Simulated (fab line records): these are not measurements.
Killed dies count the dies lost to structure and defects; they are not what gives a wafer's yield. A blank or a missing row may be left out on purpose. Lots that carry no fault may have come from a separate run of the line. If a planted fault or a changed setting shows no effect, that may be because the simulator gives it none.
Which tool did it?    flow sky130    Sampling: 6 lots, 18 wafers, 3 of 708 route steps

WHAT EACH GAUGE READ, for each wafer
SKY_SD_N_RS_MEAS_17: a four-point-probe measurement.
lot   measured      on             SD_P_RS (ohm/sq)
L856  day 29 17:01  film_metro-01  147.2 147.1 147.6
L861  day 30 23:46  film_metro-01  147.0 147.4 147.2
L866  day 32 21:33  film_metro-03  147.0 146.9 147.5
L868  day 33 01:03  film_metro-04  150.8 150.8 151.1
L873  day 34 18:38  film_metro-03  147.4 147.2 147.3
L875  day 35 15:50  film_metro-03  147.5 147.9 147.8

TOOL THAT RAN EACH LOT (tool first, then ch and the chambers of the sampled wafers, then the start)
lot   SKY_SD_P_IMPLANT_09              SKY_SD_P_STRIP_10
L856  implanter-04 ch 0, day 27 06:58  plasma_asher-01 ch 0,1, day 27 07:05
L861  implanter-04 ch 0, day 28 15:11  plasma_asher-04 ch 0,1, day 28 15:20
L866  implanter-04 ch 0, day 30 14:49  plasma_asher-01 ch 0,1, day 30 14:56
L868  implanter-04 ch 0, day 30 17:34  plasma_asher-01 ch 0,1, day 30 17:41
L873  implanter-01 ch 0, day 32 12:23  plasma_asher-03 ch 0, day 32 12:31
L875  implanter-03 ch 0, day 33 10:17  plasma_asher-03 ch 0,1, day 33 10:25
- SKY_SD_P_IMPLANT_09
- SKY_SD_P_STRIP_10: strips in O2/N2.

THE ANSWER, worked out from the rows above alone
Rule: the lots themselves supply what counts as usual. The widest of any qualifying gaps counts: lots, ordered by their means at a reading, are off when they make up no more than a third of the lots, leave a main group of 4 or more, and stand apart from it by 3 or more times the standard deviation of that group's means. A main group whose means are all the same, to the digits that the tables above print for the reading, isn't used. A lot without any number at a reading at which 4 lots or more have one is off too. All remaining lots with rows at the step are treated as sound.
Off: L868, seen at SKY_SD_N_RS_MEAS_17 (SD_P_RS). For the main group the mean is 147.3 ohm/sq and the standard deviation 0.21.
A tool fits if, at a process step before that reading, it ran every lot that is off, and no sound lot after the first of them. Those tools and the gauges at SKY_SD_N_RS_MEAS_17 are tried in the same way. Can't be told from this: 3 tools fit, implanter-04 at SKY_SD_P_IMPLANT_09, plasma_asher-01 at SKY_SD_P_STRIP_10, film_metro-04 at SKY_SD_N_RS_MEAS_17.

WHAT THE SIMULATOR HAD INSERTED
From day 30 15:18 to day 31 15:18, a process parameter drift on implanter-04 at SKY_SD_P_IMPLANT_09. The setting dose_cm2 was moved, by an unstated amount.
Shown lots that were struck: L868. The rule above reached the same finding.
